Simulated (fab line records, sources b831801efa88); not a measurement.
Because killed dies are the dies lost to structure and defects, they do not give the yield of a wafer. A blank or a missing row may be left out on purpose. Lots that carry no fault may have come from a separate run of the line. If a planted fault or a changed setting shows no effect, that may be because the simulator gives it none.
2 desks, one fault | flow sky130 | what lay behind the numbers comes last; until then each desk has only its own

## FOR THE TOOL OWNER'S DESK: rie-metal-04
The tool's own readings at SKY_METAL2_METAL_ETCH_19 (etches the open film in Cl2/BCl3, stops on SiO2, target depth 360 nm, time 78 s): means of the sampled wafers that have a number, for each lot that ran on this tool. Any lot whose mean is over 4 standard deviations away from the usual mean is out of limits and marked OUT; that distance is given in the brackets.
Columns: A = bias-w at SKY_METAL2_METAL_ETCH_19, usual 48.51 W; B = drypump-motor-current-A at SKY_METAL2_METAL_ETCH_19, usual 5.9 A; C = he-backside-leak-sccm at SKY_METAL2_METAL_ETCH_19, usual 3.35 sccm; D = oes-product-au at SKY_METAL2_METAL_ETCH_19, usual 0.854 a.u.; E = throttle-valve-pct at SKY_METAL2_METAL_ETCH_19, usual 22.264 %
lot  | first seen here | A               | B   | C    | D     | E
L949 | day 36 10:40    | 48.53           | 5.6 | 3.54 | 0.848 | 22.255
L954 | day 37 23:39    | 48.79           | 6.4 | 3.41 | 0.855 | 22.265
L956 | day 38 10:38    | 48.61           | 6.4 | 3.41 | 0.850 | 22.266
L959 | day 39 11:16    | 56.44 (+50) OUT | 6.0 | 3.46 | 0.850 | 22.268
L960 | day 39 14:56    | 56.62 (+51) OUT | 6.0 | 3.23 | 0.844 | 22.270
L969 | day 42 15:37    | 48.50           | 6.4 | 3.36 | 0.853 | 22.263
This desk's verdict: out of limits on L959, L960, starting with L959 at day 39 11:16 (bias-w at SKY_METAL2_METAL_ETCH_19). L949, L954, L956, L969 stayed within limits.

## FROM THE METROLOGY DESK
Lot by lot, what the gauges showed, no matter which tool ran the lot: averages of those sampled wafers that carry a number. Any lot whose mean is over 4 standard deviations away from the usual mean is out of limits and marked OUT; that distance is given in the brackets.
Columns: A = VIA2_HDPCVD_THK at SKY_VIA2_THK_MEAS_01, usual 1175 nm
lot  | first seen here | A
L948 | day 36 02:34    | 1164
L949 | day 36 11:32    | 1185
L950 | day 36 12:00    | 1169
L953 | day 37 22:42    | 1179
L954 | day 38 00:28    | 1171
L956 | day 38 11:27    | 1169
L959 | day 39 12:07    | 1172
L960 | day 39 15:44    | 1162
L968 | day 42 09:57    | 1185
L969 | day 42 16:34    | 1195
Finding of this desk: none of the 10 lots has anything out of limits.

## ALL TOGETHER
The tool owner's desk had the chance to raise an alarm at day 39 11:16 on L959, L960.
Metrology desk: nothing out of limits seen.
The metrology desk holds a record of L959, L960, inside its limits.
Every lot named ran SKY_METAL2_METAL_ETCH_19 on rie-metal-04.

## WHAT THE SIMULATOR HAD INSERTED
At SKY_METAL2_METAL_ETCH_19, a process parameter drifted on rie-metal-04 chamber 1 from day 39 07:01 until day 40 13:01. Setting bias-w, moved by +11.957, from 48.5. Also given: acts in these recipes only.
Lots struck among those shown: L959, L960.
Each desk's first reading out of limits, in hours after the fault started: the tool owner's desk, 4.
